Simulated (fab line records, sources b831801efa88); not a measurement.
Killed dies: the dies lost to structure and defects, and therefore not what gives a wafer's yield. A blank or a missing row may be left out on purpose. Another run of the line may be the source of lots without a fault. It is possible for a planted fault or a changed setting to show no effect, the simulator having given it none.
Split-lot study -- flow sky130 -- 24 wafers read from 5 lots, route of 708 steps

ON THE SPLIT
At SKY_METAL1_DEVELOP_14 (develop time 60 s), the setting develop_time_s was moved away from the recipe's 60 s on 8 of the 24 wafers read, by -19.4% to +59.3%. All remaining wafers had this setting at the recipe value.

No step appears in the file between the split and the reading.

THE READING
cd_nm at SKY_METAL1_CD_MEAS_15, given in nm (cd target 140 nm). On this fab line, fault-free wafers typically give 140.1 nm with a standard deviation of 1.3 nm.

wafer,"tool, chamber at the split","develop_time_s as run, s",against the recipe,"cd_nm, nm",against lot-mates on the recipe
L077.1,"litho_track-03, 0",60,recipe,140.2,-
L077.2,"litho_track-03, 0",60,recipe,141.8,-
L077.3,"litho_track-03, 0",60,recipe,140.1,-
L077.4,"litho_track-03, 0",60,recipe,141.3,-
L077.5,"litho_track-03, 0",60,recipe,141.4,-
L077.6,"litho_track-03, 0",60,recipe,141.3,-
L078.1,"litho_track-02, 0",81.16,+35.3%,132.2,-7.6
L078.2,"litho_track-02, 0",60,recipe,140.3,-
L078.3,"litho_track-02, 0",81.16,+35.3%,135.0,-4.8
L078.4,"litho_track-02, 0",60,recipe,139.3,-
L078.5,"litho_track-02, 0",60,recipe,139.7,-
L078.6,"litho_track-02, 0",81.16,+35.3%,134.0,-5.8
L079.1,"litho_track-04, 0",48.37,-19.4%,142.5,+4.2
L079.2,"litho_track-04, 0",60,recipe,138.0,-
L079.3,"litho_track-04, 0",60,recipe,138.4,-
L079.4,"litho_track-04, 0",48.37,-19.4%,142.5,+4.2
L079.5,"litho_track-04, 0",48.37,-19.4%,142.8,+4.5
L079.6,"litho_track-04, 0",60,recipe,138.4,-
L080.1,"litho_track-03, 0",95.56,+59.3%,132.0,-8.1
L080.5,"litho_track-03, 0",95.56,+59.3%,130.0,-10.1
L080.6,"litho_track-03, 0",60,recipe,140.1,-
L084.1,"litho_track-03, 0",60,recipe,138.8,-
L084.4,"litho_track-03, 0",60,recipe,138.8,-
L084.5,"litho_track-03, 0",60,recipe,139.6,-

THE FIT
A straight line over all 24 wafers: cd_nm changes by -0.155 nm for each +1% of develop_time_s; r = -0.95; the points scatter about the line by 1.1 nm.
The same after taking each lot's own level away (the mean of its wafers on the recipe; 24 wafers): -0.168 nm for each +1%; r = -0.98; scatter 0.79 nm.
On that fit, the largest move of develop_time_s shifts the reading by 10 nm.
The span of the lots' own levels, 138.27 to 141.02 nm, comes to 2.1 times the standard deviation stated above.
Consequently the slope shifts little with the lot-to-lot level, the two slopes agreeing.
Check: -10.5 nm against its lot-mates is what the line predicts for one of the wafers moved furthest among these (+59.3%) when that wafer is left out of the fit. It came out at -8.1 nm against them.

THESE WAFERS: OTHER SPLITS
Note: prior to the reading, these wafers also went through further splits. Each is held against what the fit with the lots' levels taken away leaves over:
other split on the same wafers,wafers away from the commonest value,r with cd_nm (lot level and that fit taken away)
SKY_FIELD_ISO_ETCH_17 time_s,6,+0.12
SKY_SONOS_ONO_DEVELOP_12 develop_time_s,7,+0.04
SKY_LI_CONTACT_DEVELOP_11 develop_time_s,10,+0.35
SKY_LOCAL_INTERCONNECT_ETCH_13 time_s,6,+0.18

THE WHOLE CHAIN: every reading that the file lists as answering this split, in the file's order
step,what it does,reading,change (the file's fit),r (the file's)
SKY_METAL1_CD_MEAS_15,target cd 140 nm,cd_nm,-0.169 nm for each +1% of the setting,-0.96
SKY_METAL1_DESCUM_17,"chemistry O2, time 8 s","METAL1.cd_nm (the simulator's own value, which no gauge read)",-0.163 nm for each +1% of the setting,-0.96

FILE'S OWN FIT
cd_nm changes by -0.169 nm for each +1% of develop_time_s, r = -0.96.
